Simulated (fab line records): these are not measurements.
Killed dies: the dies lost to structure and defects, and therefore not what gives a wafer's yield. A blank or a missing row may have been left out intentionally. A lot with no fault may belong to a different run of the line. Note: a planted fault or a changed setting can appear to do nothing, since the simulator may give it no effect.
A struck lot beside a sound one -- flow gf180mcu -- 22 out of 602 route steps
Sound: wafers L716.1, L716.4, L716.6. Struck: wafers L732.2, L732.4 (left out: L732.5, a lot-mate that was not struck); the cause follows at the end.
Each step with rows lists, per side, the tool, then ch with its chambers, then its first start. Under that, the readings that differ: sound wafers -- struck wafers -- difference of the means -- sigmas: that difference in standard deviations of wafers without a fault.
alike: a reading whose means differ by less than 2 such deviations, as well as words and numbers matching on both sides. not compared: withheld readings; readings where some wafer has no value; bounds like >300 that might hide an equal value; numbers whose values overlap and for which the record gives no deviation.
Wherever a step has rows on one side only, a row that says differs or no value, or a row with sigmas, the two part there. Numbers that don't overlap but have no deviation are shown without sigmas and don't part them. A reading missing from all wafers of one side parts the sides only when that side holds two or more wafers.

GF_V3_RS_MEAS_24: uses a four-point probe to measure.
  sound on film metro-04, day 23 08:14; struck on film metro-03, day 28 20:18
  alike: V3_W_RS
GF_V3_THK_MEAS_25: measures by xrf.
  sound on film metro-04, day 23 08:21; struck on film metro-03, day 28 20:25
  alike: V3_W_THK
GF_V3_CMP_26: polishes, stops on SiO2, t overpolish 15 s, target thk 0 nm.
  sound on cmp-02 ch 0,1, day 23 08:25; struck on cmp-02 ch 1,2, day 28 20:31
  alike: motor current A, overpolish run s, time to endpoint s
GF_M4_SPUTTER_00: material Ti, target thk 37.5 nm, time 150 s.
  sound on pvd sputter-03, day 23 08:43; struck on pvd sputter-02, day 28 20:46
  alike: throttle valve pct
GF_M4_SPUTTER_01: material TiN, target thk 30 nm, time 25 s.
  sound on pvd sputter-03, day 23 08:49; struck on pvd sputter-02, day 28 20:52
  alike: throttle valve pct
then, 2 steps without rows for these wafers: GF_M4_SPUTTER_02 (material AlCu, target thk 450 nm, time 23.9 s); GF_M4_SPUTTER_03 (material Ti, target thk 10 nm, time 6.7 s).
GF_M4_SPUTTER_04: material TiN, target thk 50 nm, time 41.7 s.
  sound on pvd sputter-03, day 23 08:54; struck on pvd sputter-02, day 28 20:56
  alike: throttle valve pct
GF_M4_RS_MEAS_05: uses a four-point probe to measure.
  sound on film metro-02, day 23 08:56; struck on film metro-02, day 28 21:00
reading,sound,struck,difference,sigmas
M4_ALCU_RS (ohm/sq),0.0685 0.0699 0.0687,0.0665 0.0674,-0.0021,-2
GF_M4_THK_MEAS_06: measures by xrf.
  sound on film metro-02, day 23 09:04; struck on film metro-02, day 28 21:07
reading,sound,struck,difference,sigmas
M4_ALCU_THK (nm),460 450 457,471 470,+15,+2
then, 2 steps without rows for these wafers: GF_M4_DEHYDRATE_07 (time 60 s); GF_M4_HMDS_08 (prime time 60 s).
GF_M4_COAT_09: resist thk 1000 nm.
  sound on litho track-03 ch 0, day 23 20:15; struck on litho track-01 ch 0, day 29 06:37
reading,sound,struck,difference,sigmas
model.KrF_of_M4_COAT_09.thk nm (nm),1002 1000 1002,1010 1014,+11,
  alike: dispense pressure kPa
then, 4 steps without rows for these wafers: GF_M4_SOFTBAKE_10 (time 60 s); GF_M4_EXPOSE_11 (exposes mask Metal4, target cd 280 nm); GF_M4_PEB_12 (peb time 90 s); GF_M4_DEVELOP_13 (develop time 60 s).
GF_M4_CD_MEAS_14: target cd 280 nm.
  sound on cd sem-01, day 24 06:48; struck on cd sem-02, day 29 16:05
  alike: cd nm
GF_M4_OVL_MEAS_15:
  sound on overlay-01, day 24 06:55; struck on overlay-02, day 29 16:11
  alike: M4_OVL
GF_M4_METAL_ETCH_16: etches the open film in Cl2/BCl3, stops on SiO2, target depth 627.5 nm, time 104.6 s.
  sound on rie metal-02 ch 1, day 24 06:57; struck on rie metal-03 ch 1, day 29 16:15
reading,sound,struck,difference,sigmas
model.KrF_of_M4_COAT_09.thk nm (nm),738 734.8 739.2,740.4 743.3,+4.5,
  alike: chamber pressure mTorr, drypump motor current A, oes product au, throttle valve pct
  not compared: rf hours counter h
GF_M4_STRIP_17: strips in O2/N2.
  sound on plasma asher-02 ch 0,1, day 24 07:11; struck on plasma asher-04 ch 0,1, day 29 16:26
  alike: chamber pressure mTorr, drypump motor current A, heater power w, o2 flow sccm, oes product au, strip time to endpoint s
  not compared: rf hours counter h
-- the record jumps here: 5 days lie between the struck wafers' starts before and after (it left off in module M4 and takes up again in module PASSIVATION, whose first step shown is number 602 of the route) --
GF_PASSIVATION_PROBE_99:
  rows exist in the record for the struck wafers here (prober-02, day 34 08:04), but not for the sound ones

## WHERE THEY PART
First at GF_M4_RS_MEAS_05; last, within this record, at GF_PASSIVATION_PROBE_99.

WHY: what the simulator had put in
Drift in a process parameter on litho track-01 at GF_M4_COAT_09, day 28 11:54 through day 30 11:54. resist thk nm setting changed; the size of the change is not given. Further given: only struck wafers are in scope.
